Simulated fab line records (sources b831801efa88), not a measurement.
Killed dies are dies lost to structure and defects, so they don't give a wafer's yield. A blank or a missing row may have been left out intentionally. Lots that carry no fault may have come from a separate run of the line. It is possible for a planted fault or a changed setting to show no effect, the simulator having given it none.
A lot that was struck, set against a sound lot    flow sky130    35 steps out of a route of 708
Sound: wafers L615.3, L615.5, L615.6. Wafers struck: L600.1, L600.2, L600.5. The cause is given at the end.
Each step with rows lists, per side, the tool, then ch with its chambers, then its first start. Under that, the readings that differ: sound wafers    struck wafers    difference of the means    sigmas: that difference in standard deviations of wafers without a fault.
alike: readings with means less than 2 such deviations apart, plus words and numbers identical on both sides. not compared: withheld readings, readings lacking a value on some wafer, bounds such as >300 that could conceal the same value, and numbers that have no deviation in the record and whose values overlap.
A row with sigmas, a row that says differs or no value, or rows on one side alone: a step with any of these is where the two part. Numbers that have no deviation but don't overlap get no sigmas and don't part them. Lack of a reading on every wafer of one side parts them only where that side has two or more wafers.

first, 10 steps without rows for these wafers: SKY_GATE_OXIDE_IMPLANT_11; SKY_GATE_OXIDE_WET_ETCH_12 (etches SiO2 in dHF, target depth 16.8 nm, time 336 s); SKY_GATE_OXIDE_STRIP_13 (strips in O2/N2); SKY_GATE_OXIDE_CLEAN_15 (cleans in SC1/SC2, time 150 s); SKY_GATE_OXIDE_OXIDATION_16 (stabilise 600 s, purge 300 s, target thk 3.57 nm); SKY_POLY_GATE_CVD_00 (deposits poly-Si, target thk 180 nm, time 720 s); SKY_RES_PROTECT_DEHYDRATE_00 (time 60 s); SKY_RES_PROTECT_HMDS_01 (prime time 60 s); SKY_RES_PROTECT_COAT_02 (resist thk 1140 nm); SKY_RES_PROTECT_SOFTBAKE_03 (time 60 s).
SKY_RES_PROTECT_EXPOSE_04: exposes mask RPM, target cd 1270 nm.
  sound on iline_stepper-01 ch 0, day 21 07:50; struck on iline_stepper-02 ch 0, day 16 03:20
reading                              sound                    struck             difference  sigmas
model.RES_PROTECT.overlay_x_nm (nm)  -0.4811 -0.4811 -0.4811  243.7 243.7 243.7  +244.2      
  alike: mask, exposure_dose_mJ_cm2
then, 23 steps without rows for these wafers: SKY_RES_PROTECT_PEB_05; SKY_RES_PROTECT_DEVELOP_06 (develop time 60 s); SKY_POLY_GATE_IMPLANT_02; SKY_RES_PROTECT_STRIP_07 (strips in O2/N2); SKY_RES_PROTECT_CLEAN_09 (cleans in SC1/SC2, time 150 s); SKY_POLY_GATE_CVD_03 (deposits Si3N4 from DCS/NH3, target thk 75 nm, time 1290 s); SKY_POLY_GATE_DEHYDRATE_05 (time 60 s); SKY_POLY_GATE_HMDS_06 (prime time 60 s); SKY_POLY_GATE_COAT_07 (resist thk 110 nm); SKY_POLY_GATE_COAT_08 (resist thk 450 nm); SKY_POLY_GATE_SOFTBAKE_09 (time 90 s); SKY_POLY_GATE_EXPOSE_10 (exposes mask P1M, target cd 150 nm); SKY_POLY_GATE_PEB_11; SKY_POLY_GATE_DEVELOP_12 (develop time 60 s); SKY_POLY_GATE_ETCH_15 (etches BARC in N2/H2, stops on SiO2, time 118.5 s, target depth 110 nm); SKY_POLY_GATE_ETCH_16 (etches Si3N4 in CH3F/O2, stops on poly-Si, time 147.5 s, target depth 75 nm); SKY_POLY_GATE_ETCH_17 (etches poly-Si in HBr/Cl2, stops on SiO2, target depth 180 nm, time 70.5 s); SKY_POLY_GATE_STRIP_18 (strips in O2/N2); SKY_POLY_GATE_CLEAN_19 (cleans in SC1/SC2, time 150 s); SKY_POLY_GATE_OXIDATION_20 (stabilise 600 s, purge 300 s, target thk 4 nm); SKY_LDD_N_DEHYDRATE_00 (time 60 s); SKY_LDD_N_HMDS_01 (prime time 60 s); SKY_LDD_N_COAT_02 (resist thk 300 nm).
-- here the record skips 31 days between the struck wafers' starts before and after, leaving off in module LDD_N and picking up in module PAD_OPEN (first step shown: number 708 of the route) --
SKY_PAD_OPEN_PROBE_99:
  struck on prober-01, day 46 20:54; sound on prober-02, day 50 06:18
reading                                 sound              struck             difference  sigmas
killed_at_other                         0 0 0              9 14 11            +11         +18
model.etest.res_xhigh_po.line_ohm_um    5667 5865 5636     1634 1698 1733     -4034       
model.etest.res_xhigh_po.width_nm (nm)  346.9 349.2 348.3  1196 1196 1201     +850        
model.etest.res_high_po.line_ohm_um     751.8 764.6 738    530.7 547.5 552.6  -207.9      
model.etest.res_high_po.width_nm (nm)   345.9 349.2 350.8  480.7 478 479.5    +130.8      
  alike: killed_at_M0_to_M3, killed_at_M4_up, killed_at_contacts, killed_at_front_end, killed_dies, killed_open, killed_short

== WHERE THEY PART ==
SKY_PAD_OPEN_PROBE_99 only, going by this record.

WHY: what had been put in by the simulator
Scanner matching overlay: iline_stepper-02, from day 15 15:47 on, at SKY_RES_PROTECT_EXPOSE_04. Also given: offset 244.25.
